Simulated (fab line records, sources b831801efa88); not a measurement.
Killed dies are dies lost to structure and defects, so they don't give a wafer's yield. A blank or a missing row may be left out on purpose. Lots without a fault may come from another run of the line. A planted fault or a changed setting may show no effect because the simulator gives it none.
Problem report in the 8D (eight disciplines) form, filled by code | flow sky130 | the parts of the form that need people (team, actions taken, sign-off) are left out

1. THE PROBLEM
killed_at_M0_to_M3 at SKY_PAD_OPEN_PROBE_99 reads a mean of 88 on 5 wafers of 2 lots; wafers without a fault read 43 with a standard deviation of 7.2. That is +6.2 standard deviations from the usual mean.
First seen on wafer L850.3, day 47 12:11, on prober-01. The record holds 41 wafers of 14 lots with a number at this step. Rule for "out", or "out of limits": more than 4 standard deviations from the usual mean. The other wafers with a number count as sound.

2. WHAT IT IS AND WHAT IT IS NOT
question                    | is                     | is not
which readings at this step | killed_at_M0_to_M3     | killed_at_M4_up, killed_at_contacts, killed_at_front_end, killed_open, killed_short
which lots                  | L850, L852             | L844, L845, L846, L847, L849, L853, L861, L863, L864, L865, L866, L867
which wafers of those lots  | all that have a number | -
read on which tools         | prober-01              | prober-02
when                        | from day 47 12:11      | up to then (15 sound wafers); but 21 sound wafers of L853, L861, L863, L864, L865, L866, L867 came after

3. SUSPECTS, AND WHAT RULES EACH OUT
Counting: a tool at a process step up to the reading stays a suspect if it ran every lot that is out and no sound lot after the first of them.
- pvd_sputter-01 at SKY_METAL3_SPUTTER_03 (material Ti, target thk 5 nm, time 3.3 s): ruled out as a lasting fault. Sound lots L863, L864, L866 ran on it after its first lot that is out, L850 (day 38 14:14).
- cvd_w-02 at SKY_VIA4_CVD_18 (deposits W, target thk 505 nm, time 152.14 s): ruled out as a lasting fault. Sound lots L861, L863, L865, L866, L867 ran on it after its first lot that is out, L850 (day 44 17:02).
- prober-01 at SKY_PAD_OPEN_PROBE_99: ruled out as a lasting fault. Sound lots L853, L865, L866 ran on it after its first lot that is out, L850 (day 47 12:11).
Left after counting: nothing in the record.

4. THE CAUSE (what the simulator had put in)
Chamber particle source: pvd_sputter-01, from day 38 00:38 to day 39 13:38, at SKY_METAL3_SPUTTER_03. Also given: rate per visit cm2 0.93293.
Counting ruled it out, wrongly: the rule takes a fault to strike every lot that its tool runs from its start on, and this one did not.

5. THE CHAIN OF EFFECTS, in route order
Each row: a reading whose mean over the struck wafers that have a number lies more than 3 standard deviations from the usual. Only readings for which the record gives a usual standard deviation are gone through. hours: the time from each lot's start at the first step in this table that gives one to its start at this step, as a median over the lots. sigmas: the change in usual standard deviations.
hours | step                  | reading              | usual  | on struck wafers | change | sigmas
0     | SKY_PAD_OPEN_PROBE_99 | defect_limited_yield | 82.6 % | 75.2             | -7.4   | -3.9
0     | SKY_PAD_OPEN_PROBE_99 | killed_at_M0_to_M3   | 43     | 88               | +45    | +6.2
0     | SKY_PAD_OPEN_PROBE_99 | killed_dies          | 85     | 122              | +37    | +3.9
The process steps in it:
- SKY_PAD_OPEN_PROBE_99

6. WHAT WOULD HAVE CAUGHT IT SOONER
In this record the first reading out of limits was taken at day 47 12:11, 228 hours after the fault began at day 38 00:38.
Of the tool readings at SKY_METAL3_SPUTTER_03 for which the record gives a usual standard deviation, none was out on any struck wafer, so an alarm limit of 4 standard deviations on them would not have fired.
